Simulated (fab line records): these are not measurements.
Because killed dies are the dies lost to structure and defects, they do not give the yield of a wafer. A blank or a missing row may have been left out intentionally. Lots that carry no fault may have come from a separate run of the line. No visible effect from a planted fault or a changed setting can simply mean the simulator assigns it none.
Matching of chambers -- flow gf180mcu -- GF_POLY_GATE_ETCH_13 on rie_si-01 has 4 sister chambers
The step etches poly-Si in HBr/Cl2, stops on SiO2, target depth 198.5 nm, time 69.6 s. 4 wafers are shown with their chamber, then 8 later ones without.

== WAFERS PAIRED WITH THEIR CHAMBERS ==
wafer,chamber,drypump_motor_current_A (A)
L174.1,3,6.1
L174.3,1,6.4
L174.4,0,5.3
L177.3,2,6.1

== WAFERS MISSING THEIR CHAMBER ==
wafer,drypump_motor_current_A (A)
L177.4,5.3
L177.6,6.1
L184.1,6.4
L184.2,6.0
L184.5,6.0
L185.1,6.4
L185.2,6.0
L185.4,5.3

== WHICH CHAMBER EACH WENT THROUGH ==
wafer,from the rows above,in truth
L177.4,0,0
L177.6,can't be placed: 2 or 3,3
L184.1,1,1
L184.2,can't be placed: 2 or 3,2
L184.5,can't be placed: 2 or 3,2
L185.1,1,1
L185.2,can't be placed: 2 or 3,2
L185.4,0,0
Correct placement for 4 of the 8. Can't be placed from these rows: 4 (the true chamber is among the candidates in 4). Wrongly placed: 0.
How it was worked out, from the rows above alone: a wafer's distance from a chamber is the root of the sum, over the readings, of the square of ((its reading less the chamber's mean) divided by the reading's scatter). If the next closest chamber is less than 2 further off than the closest, the wafer can't be placed; otherwise it belongs to the closest. A chamber's mean is the mean of its shown wafers. The scatter: root of mean squared gap, hidden wafer to nearest shown wafer, with one shown wafer a chamber.
